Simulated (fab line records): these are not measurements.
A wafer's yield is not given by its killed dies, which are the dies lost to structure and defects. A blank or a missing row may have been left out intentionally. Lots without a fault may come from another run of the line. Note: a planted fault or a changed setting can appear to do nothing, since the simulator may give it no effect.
Comparing a struck lot with a sound one -- flow sky130 -- 16 out of 708 route steps
Sound: these wafers, L933.4, L933.5, L933.6. Wafers L948.3, L948.5 were the ones struck. The cause comes at the end.
Each step with rows lists, per side, the tool, then ch with its chambers, then its first start. Under that, the readings that differ: sound wafers -- struck wafers -- difference of the means -- sigmas: that difference in standard deviations of wafers without a fault.
alike: readings with means less than 2 such deviations apart, plus words and numbers identical on both sides. not compared: withheld readings, readings lacking a value on some wafer, bounds such as >300 that could conceal the same value, and numbers that have no deviation in the record and whose values overlap.
A row with sigmas, a row that says differs or no value, or rows on one side alone: a step with any of these is where the two part. Numbers that don't overlap but have no deviation are shown without sigmas and don't part them. A reading that every wafer of one side lacks parts them only if that side has two wafers or more.

first, 1 step without rows for these wafers: SKY_VT_ADJUST_HVTP_DEVELOP_06 (develop time 60 s).
SKY_VT_ADJUST_HVTP_CD_MEAS_07: target cd 380 nm.
  struck on cd_sem-02, day 12 03:00; sound on cd_sem-02, day 8 05:21
  alike: cd_nm
SKY_VT_ADJUST_HVTP_OVL_MEAS_08:
  struck on overlay-01, day 12 03:05; sound on overlay-02, day 8 05:26
reading,sound,struck,difference,sigmas
VT_ADJUST_HVTP_OVL (nm),-1.7 -0.8 -2.8,2.6 0.5,+3.3,+2
following that, these wafers have no rows for 1 step: SKY_VT_ADJUST_HVTP_IMPLANT_09.
SKY_VT_ADJUST_HVTP_STRIP_10: strips in O2/N2.
  sound on plasma_asher-01 ch 0,1, day 8 05:38; struck on plasma_asher-01 ch 0,1, day 12 03:18
  alike: drypump_motor_current_A, oes_product_au, strip_time_to_endpoint_s
  not compared: rf_hours_counter_h
SKY_VT_ADJUST_HVTP_TW_MEAS_11:
  struck on film_metro-02, day 12 03:23; sound on film_metro-02, day 8 05:44
  alike: VT_ADJUST_HVTP_TW
then, 6 steps without rows for these wafers: SKY_VT_ADJUST_LVTN_DEHYDRATE_00 (time 60 s); SKY_VT_ADJUST_LVTN_HMDS_01 (prime time 60 s); SKY_VT_ADJUST_LVTN_COAT_02 (resist thk 3000 nm); SKY_VT_ADJUST_LVTN_SOFTBAKE_03; SKY_VT_ADJUST_LVTN_EXPOSE_04 (exposes mask NWM COMPLEMENT LESS NATIVE, target cd 840 nm); SKY_VT_ADJUST_LVTN_PEB_05.
SKY_VT_ADJUST_LVTN_DEVELOP_06: develop time 60 s.
  sound on litho_track-02 ch 0, day 9 03:00; struck on litho_track-03 ch 0, day 13 04:00
SKY_VT_ADJUST_LVTN_OVL_MEAS_07:
  struck on overlay-01, day 13 04:36; sound on overlay-01, day 9 03:46
reading,sound,struck,difference,sigmas
VT_ADJUST_LVTN_OVL (nm),-0.1 1.2 -0.3,- -,no value on the struck wafers,
following that, these wafers have no rows for 1 step: SKY_VT_ADJUST_LVTN_IMPLANT_08.
-- the record jumps here: 38 days lie between the struck wafers' starts before and after (it left off in module VT_ADJUST_LVTN and takes up again in module PAD_OPEN, whose first step shown is number 708 of the route) --
SKY_PAD_OPEN_PROBE_99:
  struck on prober-02, day 51 13:08; sound on prober-01, day 48 13:47
reading,sound,struck,difference,sigmas
killed_at_front_end,19 9 6,441 423,+421,+93
killed_dies,99 94 91,492 492,+397,+45
killed_on_rim,20 22 12,96 96,+78,+22
  alike: killed_at_M0_to_M3, killed_at_M4_up, killed_at_contacts, killed_at_other, killed_open, killed_short

== WHERE THEY PART ==
Last at SKY_PAD_OPEN_PROBE_99 as far as this record goes, first at SKY_VT_ADJUST_HVTP_OVL_MEAS_08.

WHY: the cause the simulator had injected
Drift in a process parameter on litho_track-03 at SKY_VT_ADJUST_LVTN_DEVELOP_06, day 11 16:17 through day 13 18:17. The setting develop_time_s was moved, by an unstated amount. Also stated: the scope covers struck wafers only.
